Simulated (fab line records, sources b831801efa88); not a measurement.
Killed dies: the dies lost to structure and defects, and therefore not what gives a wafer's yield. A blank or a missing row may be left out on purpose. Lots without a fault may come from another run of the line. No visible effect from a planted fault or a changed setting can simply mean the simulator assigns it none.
Which of the tools did it? ; flow gf180mcu ; 14 lots with 42 wafers sampled at 4 steps, on a route of 602 steps

WHAT THE GAUGES READ, wafer by wafer
GF_SALICIDE_THK_MEAS_05: measures by xrf. Usual: SALICIDE_TIN_THK typically reads 19.35 nm, with standard deviation 0.22.
lot;measured;on;SALICIDE_TIN_THK (nm);flag
L927;day 14 11:46;filmMetro-01;19.25 19.21 19.21;
L928;day 14 18:34;filmMetro-01;19.70 19.34 19.41;
L930;day 15 19:45;filmMetro-02;19.13 19.13 19.11;
L931;day 16 08:01;filmMetro-02;19.75 19.46 19.74;
L932;day 16 14:08;filmMetro-02;19.17 19.38 19.20;
L934;day 17 14:01;filmMetro-01;19.24 19.44 19.10;
L935;day 17 17:50;filmMetro-02;19.31 19.00 19.58;
L936;day 17 18:34;filmMetro-04;19.51 19.44 19.52;
L938;day 18 06:32;filmMetro-02;19.67 19.36 19.43;
L940;day 19 14:50;filmMetro-04;19.52 19.78 19.30;
L942;day 20 00:40;filmMetro-02;19.84 19.77 19.41;
L943;day 20 07:04;filmMetro-01;19.47 19.43 19.50;
L944;day 20 20:19;filmMetro-02;19.14 19.14 19.19;
L945;day 21 00:25;filmMetro-04;19.23 19.05 19.28;

EACH LOT AND THE TOOL THAT RAN IT (in order: tool; ch and the chambers of the sampled wafers; start)
lot;GF_NSD_COAT_02;GF_SAB_STRIP_13;GF_SALICIDE_SPUTTER_02
L927;lithoTrack-03 ch 0, day 12 21:56;plasmaAsher-04 ch 0,1, day 14 11:24;pvdSputter-04, day 14 11:35
L928;lithoTrack-02 ch 0, day 13 02:40;plasmaAsher-03 ch 0,1, day 14 18:09;pvdSputter-03, day 14 18:23
L930;lithoTrack-02 ch 0, day 13 16:26;plasmaAsher-04 ch 0,1, day 15 19:23;pvdSputter-03, day 15 19:34
L931;lithoTrack-02 ch 0, day 14 00:26;plasmaAsher-03 ch 0, day 16 07:39;pvdSputter-04, day 16 07:50
L932;lithoTrack-02 ch 0, day 14 06:56;plasmaAsher-03 ch 0,1, day 16 13:43;pvdSputter-03, day 16 13:56
L934;lithoTrack-02 ch 0, day 15 03:47;plasmaAsher-03 ch 0,1, day 17 13:39;pvdSputter-04, day 17 13:50
L935;lithoTrack-03 ch 0, day 15 07:41;plasmaAsher-01 ch 0,1, day 17 17:29;pvdSputter-04, day 17 17:40
L936;lithoTrack-02 ch 0, day 15 09:04;plasmaAsher-03 ch 0,1, day 17 18:13;pvdSputter-02, day 17 18:24
L938;lithoTrack-03 ch 0, day 15 20:10;plasmaAsher-01 ch 0,1, day 18 06:10;pvdSputter-03, day 18 06:21
L940;lithoTrack-02 ch 0, day 17 02:01;plasmaAsher-01 ch 0,1, day 19 14:29;pvdSputter-02, day 19 14:40
L942;lithoTrack-02 ch 0, day 17 13:28;plasmaAsher-01 ch 0,1, day 20 00:19;pvdSputter-03, day 20 00:30
L943;lithoTrack-02 ch 0, day 17 19:02;plasmaAsher-01 ch 0,1, day 20 06:43;pvdSputter-03, day 20 06:52
L944;lithoTrack-02 ch 0, day 18 07:53;plasmaAsher-03 ch 0,1, day 20 19:49;pvdSputter-03, day 20 20:07
L945;lithoTrack-03 ch 0, day 18 12:31;plasmaAsher-03 ch 0,1, day 20 23:54;pvdSputter-03, day 21 00:14
- GF_NSD_COAT_02: resist thk 985.6 nm.
- GF_SAB_STRIP_13: strips in O2/N2.
- GF_SALICIDE_SPUTTER_02: material Co, target thk 10 nm, time 20 s.

AS READ BY THE TOOLS THEMSELVES (means over the sampled wafers that have a number; for cases with no such wafer, the mark the record gives instead)
GF_NSD_COAT_02. Usual: spinSpeedRpm at 2999.9 rpm, with a standard deviation of 2.4.
lot;tool;spinSpeedRpm (rpm);flag
L927;lithoTrack-03;2999.3;
L928;lithoTrack-02;3002.5;
L930;lithoTrack-02;2999.6;
L931;lithoTrack-02;3001.4;
L932;lithoTrack-02;3002.9;
L934;lithoTrack-02;3000.3;
L935;lithoTrack-03;3000.6;
L936;lithoTrack-02;3000.6;
L938;lithoTrack-03;2999.5;
L940;lithoTrack-02;2997.8;
L942;lithoTrack-02;2997.7;
L943;lithoTrack-02;3033.8;OFF
L944;lithoTrack-02;3035.3;OFF
L945;lithoTrack-03;2999.2;

GF_SAB_STRIP_13. Usual: chamberPressureMTorr 1499.9 mTorr, standard deviation 1.3; drypumpMotorCurrentA 5.71 A, standard deviation 0.27; heaterPowerW 328 W, standard deviation 35; oesProductAu 0.710 a.u., standard deviation 0.0047; stripTimeToEndpointS 12.605 s, standard deviation 0.028.
lot;tool;chamberPressureMTorr (mTorr);drypumpMotorCurrentA (A);heaterPowerW (W);oesProductAu (a.u.);stripTimeToEndpointS (s);flag
L927;plasmaAsher-04;1500.3;5.58;319;0.709;12.632;
L928;plasmaAsher-03;1501.0;5.92;308;0.712;12.621;
L930;plasmaAsher-04;1498.8;5.58;321;0.708;12.629;
L931;plasmaAsher-03;1500.1;6.16;300;0.708;12.630;
L932;plasmaAsher-03;1500.3;5.68;315;0.714;12.591;
L934;plasmaAsher-03;1499.0;5.68;316;0.709;12.621;
L935;plasmaAsher-01;1500.7;5.57;330;0.705;12.612;
L936;plasmaAsher-03;1499.1;5.69;315;0.709;12.629;
L938;plasmaAsher-01;1500.2;5.68;355;0.711;12.591;
L940;plasmaAsher-01;1501.4;5.59;330;0.706;12.545;
L942;plasmaAsher-01;1500.4;5.59;327;0.708;12.592;
L943;plasmaAsher-01;1500.1;5.69;362;0.713;12.619;
L944;plasmaAsher-03;1500.7;5.93;309;0.704;12.617;
L945;plasmaAsher-03;1500.6;5.70;318;0.714;12.597;

GF_SALICIDE_SPUTTER_02. Usual: chamberPressurePa 0.3999 Pa, standard deviation 0.00081; throttleValvePct 30.3 %, standard deviation 0.96.
lot;tool;chamberPressurePa (Pa);throttleValvePct (%);flag
L927;pvdSputter-04;0.3996;30.5;
L928;pvdSputter-03;0.3996;31.0;
L930;pvdSputter-03;0.3989;30.7;
L931;pvdSputter-04;0.3999;29.8;
L932;pvdSputter-03;0.4000;30.8;
L934;pvdSputter-04;0.3994;30.6;
L935;pvdSputter-04;0.4003;29.9;
L936;pvdSputter-02;0.4003;29.3;
L938;pvdSputter-03;0.3998;31.1;
L940;pvdSputter-02;0.3992;29.7;
L942;pvdSputter-03;0.3998;31.1;
L943;pvdSputter-03;0.4004;31.2;
L944;pvdSputter-03;0.3997;31.1;
L945;pvdSputter-03;0.4000;30.7;

THE ANSWER, worked out from the rows above alone
Rule: a lot is off if the mean of its wafers that have a number lies more than 3 standard deviations from the usual mean. A lot without any number at a reading at which 4 lots or more have one is off too. Any other lot the step has rows for is counted as sound. The gauges are gone through in route order, then the tools' own readings, and for those a lot's mean is taken as printed above. The first step at which some lot is off is used, and at that step the reading that is off furthest; a lot without a number counts as furthest.
Off, at GF_NSD_COAT_02 on spinSpeedRpm: L943, L944.
A tool fits if, at that step or a process step before it, it ran every lot that is off, and no sound lot after the first of them. One fits: GF_NSD_COAT_02 on lithoTrack-02. Its last sound lot is L942 (day 17 13:28), its first lot that is off L943 (day 17 19:02): a fault that began between those two fits.
The tool's own readings at GF_NSD_COAT_02 bear it out: on the lots that are off they differ by more than 5 times the standard deviation of the sound lots' means. spinSpeedRpm reads 3034.6 rpm there against 3000.1 rpm on the sound lots.

WHAT THE SIMULATOR HAD PUT IN
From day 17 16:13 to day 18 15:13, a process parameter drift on lithoTrack-02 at GF_NSD_COAT_02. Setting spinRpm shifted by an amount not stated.
Struck lots among those shown: L943, L944. Same finding as the rule above.
